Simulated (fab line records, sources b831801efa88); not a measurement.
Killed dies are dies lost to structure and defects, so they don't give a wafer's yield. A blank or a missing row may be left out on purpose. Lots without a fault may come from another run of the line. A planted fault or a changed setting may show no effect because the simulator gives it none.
Which tool did it? | flow sky130 | 14 lots, 42 wafers sampled, at 3 steps of a route of 708

WHAT THE GAUGES READ, wafer by wafer
SKY_SONOS_ONO_CD_MEAS_13: target cd 410 nm. Usual: cd_nm 409.5 nm, standard deviation 2.2.
lot  | measured     | on        | cd_nm (nm)        | flag
L796 | day 12 17:37 | cd_sem-01 | 408.6 408.1 408.7 |
L797 | day 13 00:18 | cd_sem-01 | 409.5 410.2 410.1 |
L798 | day 13 07:43 | cd_sem-01 | 411.0 412.3 412.1 |
L799 | day 13 15:30 | cd_sem-02 | 409.3 406.6 407.1 |
L800 | day 14 01:43 | cd_sem-01 | 403.2 410.0 408.6 |
L809 | day 17 06:19 | cd_sem-02 | 411.9 410.9 411.6 |
L810 | day 17 15:49 | cd_sem-02 | 410.9 411.0 412.6 |
L811 | day 17 23:19 | cd_sem-02 | 411.3 412.5 412.1 |
L812 | day 18 08:34 | cd_sem-02 | 408.8 405.1 404.6 |
L813 | day 19 01:46 | cd_sem-02 | 406.6 408.8 404.7 |
L815 | day 19 07:30 | cd_sem-02 | 408.0 407.3 406.5 |
L816 | day 19 16:05 | cd_sem-01 | 409.7 407.9 408.0 |
L817 | day 20 01:30 | cd_sem-01 | 407.6 409.6 408.1 |
L818 | day 20 12:50 | cd_sem-02 | 408.6 409.4 409.6 |

SKY_POLY_CUT_CD_MEAS_08: target cd 270 nm. Usual: cd_nm 269.9 nm, standard deviation 1.5.
lot  | measured     | on        | cd_nm (nm)        | flag
L796 | day 24 02:45 | cd_sem-02 | 266.7 266.6 267.3 |
L797 | day 24 13:23 | cd_sem-02 | 269.0 269.8 268.4 |
L798 | day 25 00:04 | cd_sem-02 | 271.3 269.3 269.3 |
L799 | day 25 09:28 | cd_sem-02 | 269.3 269.9 269.0 |
L800 | day 25 17:13 | cd_sem-01 | 270.8 270.6 271.0 |
L809 | day 29 01:32 | cd_sem-02 | 270.5 269.3 269.7 |
L810 | day 29 11:34 | cd_sem-02 | 271.4 271.8 271.9 |
L811 | day 29 19:04 | cd_sem-01 | 270.6 269.8 269.7 |
L812 | day 29 23:00 | cd_sem-02 | 267.2 267.8 267.6 |
L813 | day 30 18:28 | cd_sem-02 | 270.9 270.8 272.0 |
L815 | day 30 21:21 | cd_sem-02 | 269.9 270.0 270.4 |
L816 | day 31 04:56 | cd_sem-02 | 270.4 269.0 268.8 |
L817 | day 31 13:09 | cd_sem-01 | 269.9 270.5 270.4 |
L818 | day 32 00:35 | cd_sem-01 | 272.6 272.9 274.5 |

WHICH TOOL RAN EACH LOT (tool, then ch and the chambers of the sampled wafers, then the start)
lot  | SKY_VT_ADJUST_HVTP_DEVELOP_06
L796 | litho_track-04 ch 0, day 6 03:22
L797 | litho_track-04 ch 0, day 6 10:04
L798 | litho_track-04, day 6 16:40
L799 | litho_track-02, day 6 22:43
L800 | litho_track-03 ch 0, day 7 04:49
L809 | litho_track-02 ch 0, day 9 16:23
L810 | litho_track-04 ch 0, day 9 21:50
L811 | litho_track-02 ch 0, day 10 06:25
L812 | litho_track-03 ch 0, day 10 11:37
L813 | litho_track-03 ch 0, day 10 21:47
L815 | litho_track-03 ch 0, day 11 07:01
L816 | litho_track-04 ch 0, day 11 13:26
L817 | litho_track-03 ch 0, day 11 19:22
L818 | litho_track-04 ch 0, day 12 04:02
- SKY_VT_ADJUST_HVTP_DEVELOP_06: develop time 60 s.

WHAT THE TOOLS THEMSELVES READ (means of the sampled wafers that have a number; where no wafer has one, the mark that the record gives instead)
SKY_VT_ADJUST_HVTP_DEVELOP_06. Usual: chill_plate_temp_C 22.99 C, standard deviation 0.099.
lot  | tool           | chill_plate_temp_C (C) | flag
L796 | litho_track-04 | 23.12                  |
L797 | litho_track-04 | 22.96                  |
L798 | litho_track-04 | -                      | OFF
L799 | litho_track-02 | -                      | OFF
L800 | litho_track-03 | 23.09                  |
L809 | litho_track-02 | 22.95                  |
L810 | litho_track-04 | 22.96                  |
L811 | litho_track-02 | 23.05                  |
L812 | litho_track-03 | 22.97                  |
L813 | litho_track-03 | 22.90                  |
L815 | litho_track-03 | 22.89                  |
L816 | litho_track-04 | 23.03                  |
L817 | litho_track-03 | 23.07                  |
L818 | litho_track-04 | 22.90                  |

THE ANSWER, worked out from the rows above alone
Rule: a lot is off if the mean of its wafers that have a number lies more than 3 standard deviations from the usual mean. A lot without any number at a reading at which 4 lots or more have one is off too. The other lots that the step has rows for count as sound. The gauges are gone through in route order, then the tools' own readings, and for those a lot's mean is taken as printed above. The first step at which some lot is off is used, and at that step the reading that is off furthest; a lot without a number counts as furthest.
Off: L798, L799, at SKY_VT_ADJUST_HVTP_DEVELOP_06 (chill_plate_temp_C). Without a number there: L798, L799.
A tool fits if, at that step or a process step before it, it ran every lot that is off, and no sound lot after the first of them. None of those tried fits.

WHAT THE SIMULATOR HAD PUT IN
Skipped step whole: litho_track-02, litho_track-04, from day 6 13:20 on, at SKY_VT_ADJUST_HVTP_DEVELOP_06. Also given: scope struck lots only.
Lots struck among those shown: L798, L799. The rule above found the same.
